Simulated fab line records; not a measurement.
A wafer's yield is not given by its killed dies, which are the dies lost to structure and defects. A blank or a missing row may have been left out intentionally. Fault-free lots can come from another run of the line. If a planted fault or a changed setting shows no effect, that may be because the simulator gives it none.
2 desks looking at one fault | flow gf180mcu | each desk has only its own numbers; what lay behind them comes last

== METROLOGY DESK ==
What the gauges read for every lot (on any tool): the sampled wafers with a number, averaged. If a lot's mean is further than 4 standard deviations from the usual mean, the lot is out of limits and carries the mark OUT (the distance appears in the brackets).
Columns: A = cd nm at GF_CONTACT_CD_MEAS_14, usual 220.2 nm; B = CONTACT_OVL at GF_CONTACT_OVL_MEAS_15, usual 0 nm
lot  | first seen here | A     | B
L831 | day 17 00:17    | 220.6 | 2
L836 | day 19 02:34    | 221.6 | -1
L843 | day 21 22:02    | 219.7 | -0
L844 | day 22 05:08    | 221.8 | 5
L847 | day 23 10:41    | 219.7 | -4
L850 | day 24 02:43    | 218.9 | -7
Result from this desk: across the 6 lots, nothing is out of limits.

== FOR THE TOOL OWNER'S DESK: pvd sputter-01 ==
The tool's own readings at GF_CONTACT_SPUTTER_22 (material Ti, target thk 15 nm, time 80.02 s): means of the sampled wafers that have a number, for each lot that ran on this tool. If a lot's mean is further than 4 standard deviations from the usual mean, the lot is out of limits and carries the mark OUT (the distance appears in the brackets).
Columns: A = chamber pressure pa at GF_CONTACT_SPUTTER_22, usual 5.000 Pa; B = throttle valve pct at GF_CONTACT_SPUTTER_22, usual 30.4 %
lot  | first seen here | A     | B
L831 | day 17 00:52    | 4.995 | 29.8
L843 | day 21 22:38    | 4.997 | 30.2
L844 | day 22 05:44    | 4.997 | 29.9
Result from this desk: across the 3 lots, nothing is out of limits.

== BROUGHT TOGETHER ==
At the metrology desk, nothing out of limits was observed.
The tool owner's desk saw nothing out of limits.

== WHAT THE SIMULATOR HAD INSERTED ==
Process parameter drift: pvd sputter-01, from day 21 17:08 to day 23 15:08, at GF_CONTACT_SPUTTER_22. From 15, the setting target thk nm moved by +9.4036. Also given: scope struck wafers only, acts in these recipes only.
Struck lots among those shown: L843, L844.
